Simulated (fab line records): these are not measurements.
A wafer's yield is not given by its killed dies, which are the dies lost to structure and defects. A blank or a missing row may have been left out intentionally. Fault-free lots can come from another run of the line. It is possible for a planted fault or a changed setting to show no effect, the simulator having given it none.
A lot that was struck, set against a sound lot	flow gf180mcu	16 out of 602 route steps
Sound: wafers L635.1, L635.4, L635.6. Wafers L655.2, L655.3, L655.5 were the ones struck. The cause is given at the end.
For every step that has rows: the tool of each side, followed by ch and its chambers, followed by its first start. Under that, the readings that differ: sound wafers	struck wafers	difference of the means	sigmas: that difference in standard deviations of wafers without a fault.
alike: words and numbers the same on both sides, and readings whose means are apart by under 2 such deviations; not compared: readings that were withheld, readings missing a value for some wafer, numbers with overlapping values and no deviation given by the record, and bounds like >300 which may hide the same value.
The two part at a step that has a row with sigmas, a row that says differs or no value, or rows on one side only. When numbers do not overlap yet have no deviation, they are printed without sigmas and do not part them. Lack of a reading on every wafer of one side parts them only where that side has two or more wafers.

GF_NSD_CD_MEAS_07: target cd 400 nm.
  sound: cd sem-01 at day 13 05:34; struck: cd sem-01 at day 20 05:44
reading	sound	struck	difference	sigmas
cd nm (nm)	397.5 396.0 396.0	402.1 405.0 403.6	+7.1	+3
GF_NSD_OVL_MEAS_08:
  sound: overlay-01 at day 13 05:42; struck: overlay-02 at day 20 05:50
  alike: NSD_OVL
then, 2 steps without rows for these wafers: GF_NSD_IMPLANT_09; GF_NSD_IMPLANT_10.
GF_NSD_STRIP_11: strips in O2/N2.
  sound on plasma asher-04 ch 0,1, day 13 06:02; struck on plasma asher-04 ch 0,1, day 20 06:10
  alike: drypump motor current A, heater power w, oes product au, strip time to endpoint s
  not compared: rf hours counter h
GF_NSD_TW_MEAS_12:
  sound: film metro-03 at day 13 06:08; struck: film metro-01 at day 20 06:17
  alike: NSD_TW
then, 6 steps without rows for these wafers: GF_PSD_DEHYDRATE_00 (time 60 s); GF_PSD_HMDS_01 (prime time 60 s); GF_PSD_COAT_02 (resist thk 1000 nm); GF_PSD_SOFTBAKE_03 (time 60 s); GF_PSD_EXPOSE_04 (exposes mask Pplus, target cd 400 nm); GF_PSD_PEB_05.
GF_PSD_DEVELOP_06: develop time 60 s.
  sound on litho track-04 ch 0, day 14 02:34; struck on litho track-01 ch 0, day 21 06:04
reading	sound	struck	difference	sigmas
developer temp C (C)	23.16 23.06 23.19	25.20 25.24 25.11	+2.05	+21
  alike: exhaust pa, resist line temp C
GF_PSD_CD_MEAS_07: target cd 400 nm.
  sound: cd sem-01 at day 14 02:43; struck: cd sem-01 at day 21 06:13
reading	sound	struck	difference	sigmas
cd nm (nm)	400.8 401.9 401.4	394.7 397.6 393.7	-6.0	-3
GF_PSD_OVL_MEAS_08:
  sound: overlay-01 at day 14 02:50; struck: overlay-01 at day 21 06:19
  alike: PSD_OVL
GF_PASSIVATION_PROBE_99:
  the record holds rows for the sound wafers here (prober-02, day 28 22:46) but none for the struck ones

== WHERE THEY PART ==
First at GF_NSD_CD_MEAS_07; last, within this record, at GF_PASSIVATION_PROBE_99.

WHY: the cause the simulator had injected
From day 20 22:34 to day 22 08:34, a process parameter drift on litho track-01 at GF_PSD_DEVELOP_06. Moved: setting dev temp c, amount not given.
